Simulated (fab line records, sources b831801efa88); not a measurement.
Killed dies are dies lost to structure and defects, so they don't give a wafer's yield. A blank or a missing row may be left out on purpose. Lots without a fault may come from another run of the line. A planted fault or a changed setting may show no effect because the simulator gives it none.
Which tool did it? | flow sfq_line | 15 lots, 42 wafers sampled, at 4 steps of a route of 325

WHAT THE GAUGES READ, wafer by wafer
The record holds no reading of a measuring or inspecting step that can be judged against a usual standard deviation.

WHICH TOOL RAN EACH LOT (tool, then ch and the chambers of the sampled wafers, then the start)
lot  | SFQ_TRILAYER_I1_VIA_STRIP_STRIP_053 | SFQ_TRILAYER_I3_VIA_BARC_OPEN_VIA_ETCH_121 | SFQ_TRILAYER_I4_VIA_LITHO_PEB_106 | SFQ_TRILAYER_JJ_CE_STRIP_STRIP_120
L431 | rie_metal-01 ch 0,1, day 17 18:56   | rie_diel-03 ch 0,1,3, day 43 16:52         | litho_track-03 ch 0, day 50 14:24 | rie_metal-01 ch 0,1, day 55 23:34
L433 | rie_metal-02 ch 0,1, day 18 03:20   | rie_diel-03 ch 0,3, day 44 06:04           | litho_track-02 ch 0, day 50 19:10 | rie_metal-02 ch 0,1, day 56 01:58
L434 | rie_metal-02 ch 0, day 18 08:32     | rie_diel-04 ch 2,3, day 44 13:16           | litho_track-04 ch 0, day 50 20:25 | rie_metal-02 ch 0,1, day 56 03:22
L435 | rie_metal-01 ch 0,1, day 18 16:44   | rie_diel-02 ch 0,1,2, day 44 23:00         | litho_track-02 ch 0, day 51 00:03 | rie_metal-04 ch 0,1, day 56 04:34
L439 | rie_metal-03 ch 0, day 19 20:53     | rie_diel-04 ch 0,2, day 46 00:38           | litho_track-04 ch 0, day 52 03:36 | rie_metal-02 ch 1, day 56 09:10
L441 | rie_metal-02 ch 0, day 20 19:53     | rie_diel-03 ch 0,1, day 46 22:42           | litho_track-04 ch 0, day 52 14:25 | rie_metal-01 ch 0,1, day 56 11:46
L442 | rie_metal-01 ch 0,1, day 21 11:44   | rie_diel-02 ch 1,2, day 47 07:06           | litho_track-04 ch 0, day 53 01:12 | rie_metal-04 ch 1, day 56 12:46
L447 | rie_metal-01 ch 0,1, day 23 22:59   | rie_diel-04 ch 0,2, day 49 19:14           | litho_track-04 ch 0, day 59 10:03 | rie_metal-01 ch 0,1, day 59 16:54
L448 | rie_metal-03 ch 0,1, day 24 07:23   | rie_diel-04 ch 0,2, day 49 22:50           | litho_track-03 ch 0, day 59 12:25 | rie_metal-01 ch 0,1, day 59 19:16
L449 | rie_metal-03 ch 0,1, day 24 14:35   | rie_diel-03 ch 0,2,3, day 50 02:26         | litho_track-02 ch 0, day 59 14:49 | rie_metal-01 ch 0,1, day 59 21:42
L450 | rie_metal-03 ch 0,1, day 25 04:35   | rie_diel-02 ch 0,1,3, day 50 07:31         | litho_track-04 ch 0, day 59 22:10 | rie_metal-02 ch 0,1, day 60 05:07
L451 | rie_metal-01 ch 0,1, day 25 06:59   | rie_diel-04 ch 0,3, day 51 02:43           | litho_track-03 ch 0, day 62 02:26 | rie_metal-02 ch 1, day 62 09:32
L452 | rie_metal-01 ch 0,1, day 25 20:56   | rie_diel-03 ch 0,1,2, day 51 19:31         | litho_track-04 ch 0, day 62 16:51 | rie_metal-04 ch 1, day 63 04:41
L453 | rie_metal-01 ch 0,1, day 26 05:32   | rie_diel-02 ch 1,2, day 52 02:43           | litho_track-02 ch 0, day 63 01:17 | rie_metal-02 ch 1, day 63 10:46
L454 | rie_metal-03 ch 0,1, day 26 16:13   | rie_diel-03 ch 1,2,3, day 52 11:07         | litho_track-04 ch 0, day 63 06:03 | rie_metal-04 ch 0,1, day 63 16:34
- SFQ_TRILAYER_I1_VIA_STRIP_STRIP_053: strips in O2.
- SFQ_TRILAYER_I3_VIA_BARC_OPEN_VIA_ETCH_121: etches BARC in O2, target depth 125 nm, time 41.7 s.
- SFQ_TRILAYER_I4_VIA_LITHO_PEB_106: peb time 60 s.
- SFQ_TRILAYER_JJ_CE_STRIP_STRIP_120: strips in O2.

WHAT THE TOOLS THEMSELVES READ (means of the sampled wafers that have a number; where no wafer has one, the mark that the record gives instead)
SFQ_TRILAYER_I1_VIA_STRIP_STRIP_053. Usual: drypump_motor_current_A 5.62 A, standard deviation 0.22; oes_product_au 1.000 a.u., standard deviation 0.007.
lot  | tool         | drypump_motor_current_A (A) | oes_product_au (a.u.) | flag
L431 | rie_metal-01 | 5.48                        | 1.005                 |
L433 | rie_metal-02 | 6.02                        | 1.003                 |
L434 | rie_metal-02 | 5.47                        | 0.992                 |
L435 | rie_metal-01 | 5.50                        | 1.005                 |
L439 | rie_metal-03 | 5.88                        | 1.001                 |
L441 | rie_metal-02 | 5.47                        | 0.994                 |
L442 | rie_metal-01 | 5.49                        | 1.001                 |
L447 | rie_metal-01 | 5.47                        | 0.999                 |
L448 | rie_metal-03 | 5.80                        | 1.010                 |
L449 | rie_metal-03 | 5.78                        | 0.993                 |
L450 | rie_metal-03 | 5.83                        | 0.997                 |
L451 | rie_metal-01 | 5.46                        | 0.998                 |
L452 | rie_metal-01 | 5.47                        | 1.005                 |
L453 | rie_metal-01 | 5.46                        | 1.004                 |
L454 | rie_metal-03 | 5.84                        | 1.005                 |

SFQ_TRILAYER_I3_VIA_BARC_OPEN_VIA_ETCH_121. Usual: drypump_motor_current_A 5.7 A, standard deviation 0.34; oes_product_au 0.685 a.u., standard deviation 0.0044.
lot  | tool        | drypump_motor_current_A (A) | oes_product_au (a.u.) | flag
L431 | rie_diel-03 | 5.8                         | 0.683                 |
L433 | rie_diel-03 | 5.5                         | 0.686                 |
L434 | rie_diel-04 | 5.6                         | 0.682                 |
L435 | rie_diel-02 | 5.8                         | 0.681                 |
L439 | rie_diel-04 | 5.7                         | 0.685                 |
L441 | rie_diel-03 | 5.9                         | 0.682                 |
L442 | rie_diel-02 | 5.8                         | 0.684                 |
L447 | rie_diel-04 | 5.7                         | 0.689                 |
L448 | rie_diel-04 | 5.7                         | 0.685                 |
L449 | rie_diel-03 | 5.6                         | 0.688                 |
L450 | rie_diel-02 | 5.6                         | 0.683                 |
L451 | rie_diel-04 | 5.7                         | 0.685                 |
L452 | rie_diel-03 | 5.9                         | 0.685                 |
L453 | rie_diel-02 | 5.8                         | 0.683                 |
L454 | rie_diel-03 | 6.0                         | 0.689                 |

SFQ_TRILAYER_I4_VIA_LITHO_PEB_106. Usual: chill_plate_temp_C 22.99 C, standard deviation 0.1; heater_power_total_W 79.16 W, standard deviation 0.073.
lot  | tool           | chill_plate_temp_C (C) | heater_power_total_W (W) | flag
L431 | litho_track-03 | 23.02                  | 79.19                    |
L433 | litho_track-02 | 23.02                  | 79.22                    |
L434 | litho_track-04 | 22.91                  | 79.17                    |
L435 | litho_track-02 | 23.03                  | 79.18                    |
L439 | litho_track-04 | 23.04                  | 80.67                    | OFF
L441 | litho_track-04 | 22.87                  | 80.82                    | OFF
L442 | litho_track-04 | 23.02                  | 80.81                    | OFF
L447 | litho_track-04 | 23.04                  | 79.21                    |
L448 | litho_track-03 | 22.93                  | 79.17                    |
L449 | litho_track-02 | 23.06                  | 79.15                    |
L450 | litho_track-04 | 23.06                  | 79.17                    |
L451 | litho_track-03 | 22.93                  | 79.16                    |
L452 | litho_track-04 | 22.96                  | 79.12                    |
L453 | litho_track-02 | 23.06                  | 79.16                    |
L454 | litho_track-04 | 23.06                  | 79.13                    |

SFQ_TRILAYER_JJ_CE_STRIP_STRIP_120. Usual: drypump_motor_current_A 5.8 A, standard deviation 0.35; oes_product_au 1.001 a.u., standard deviation 0.0098.
lot  | tool         | drypump_motor_current_A (A) | oes_product_au (a.u.) | flag
L431 | rie_metal-01 | 5.4                         | 0.996                 |
L433 | rie_metal-02 | 6.0                         | 1.012                 |
L434 | rie_metal-02 | 6.0                         | 1.012                 |
L435 | rie_metal-04 | 5.9                         | 0.996                 |
L439 | rie_metal-02 | 6.3                         | 1.004                 |
L441 | rie_metal-01 | 5.5                         | 0.980                 |
L442 | rie_metal-04 | 6.1                         | 1.017                 |
L447 | rie_metal-01 | 5.5                         | 0.996                 |
L448 | rie_metal-01 | 5.4                         | 1.003                 |
L449 | rie_metal-01 | 5.5                         | 0.994                 |
L450 | rie_metal-02 | 5.8                         | 1.010                 |
L451 | rie_metal-02 | 6.3                         | 1.011                 |
L452 | rie_metal-04 | 6.2                         | 1.007                 |
L453 | rie_metal-02 | 6.3                         | 1.008                 |
L454 | rie_metal-04 | 6.0                         | 1.003                 |

THE ANSWER, worked out from the rows above alone
Rule: a lot is off if the mean of its wafers that have a number lies more than 3 standard deviations from the usual mean. A lot without any number at a reading at which 4 lots or more have one is off too. The other lots that the step has rows for count as sound. The gauges are gone through in route order, then the tools' own readings, and for those a lot's mean is taken as printed above. The first step at which some lot is off is used, and at that step the reading that is off furthest; a lot without a number counts as furthest.
Off: L439, L441, L442, at SFQ_TRILAYER_I4_VIA_LITHO_PEB_106 (heater_power_total_W).
A tool fits if, at that step or a process step before it, it ran every lot that is off, and no sound lot after the first of them. None of those tried fits.

WHAT THE SIMULATOR HAD PUT IN
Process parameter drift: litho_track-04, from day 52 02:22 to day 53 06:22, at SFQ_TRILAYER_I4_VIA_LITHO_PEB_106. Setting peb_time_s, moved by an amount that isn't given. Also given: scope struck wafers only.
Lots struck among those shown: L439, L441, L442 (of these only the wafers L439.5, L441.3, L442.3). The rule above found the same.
